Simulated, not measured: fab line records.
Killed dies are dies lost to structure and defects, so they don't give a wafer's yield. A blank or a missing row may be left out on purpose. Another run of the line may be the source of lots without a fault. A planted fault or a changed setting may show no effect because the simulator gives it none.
Matching of chambers | flow sfq-line | pecvd-02 running SFQ_TRILAYER_L0_CAP_PECVD_011: 3 sister chambers
The step deposits SiO2 from SiH4/N2O, time 13.333 s, target thk 60 nm. 14 wafers are shown with their chamber, then 7 later ones without.

## WAFERS WITH THEIR CHAMBER
wafer  | chamber | throttle-valve-pct (%) | heater-power-w (W)
L596.1 | 2       | 24.2                   | 69
L596.2 | 0       | 28.3                   | 82
L596.5 | 0       | 28.5                   | 84
L598.3 | 2       | 24.1                   | 64
L598.4 | 0       | 28.5                   | 88
L598.6 | 1       | 25.1                   | 62
L602.4 | 0       | 28.7                   | 82
L602.5 | 1       | 25.0                   | 62
L602.6 | 2       | 24.0                   | 68
L603.1 | 0       | 28.4                   | 89
L603.2 | 1       | 24.9                   | 56
L603.4 | 0       | 28.6                   | 89
L604.1 | 2       | 23.9                   | 60
L604.2 | 1       | 25.1                   | 58

SIGNATURES, as means of the wafers listed above
reading            | chamber 0 | chamber 1 | chamber 2 | scatter within a chamber
throttle-valve-pct | 28.500    | 25.025    | 24.050    | 0.127
heater-power-w     | 85.67     | 59.50     | 65.25     | 3.5
Rule: distance of a wafer from a chamber = root of the sum over the readings of ((wafer's reading minus chamber's mean) / reading's scatter) squared. If the next closest chamber is less than 2 further off than the closest, the wafer can't be placed; otherwise it belongs to the closest. How the scatter is found: for the shown wafers, subtract from each reading the mean of its chamber, square and add these, divide the total by (wafers less chambers), then take the root.

## WAFERS MISSING THEIR CHAMBER
wafer  | throttle-valve-pct (%) | heater-power-w (W)
L604.4 | 24.3                   | 60
L613.2 | 28.6                   | 85
L613.4 | 25.0                   | 62
L613.5 | 28.3                   | 88
L616.1 | 24.2                   | 60
L616.3 | 24.9                   | 52
L616.5 | 24.3                   | 60

## CHAMBER TAKEN BY EACH
wafer  | from the rows above | in truth
L604.4 | 2                   | 2
L613.2 | 0                   | 0
L613.4 | 1                   | 1
L613.5 | 0                   | 0
L616.1 | 2                   | 2
L616.3 | 1                   | 1
L616.5 | 2                   | 2
Correct placement for 7 of the 7. Can't be placed from these rows: 0. Number placed wrongly: 0.
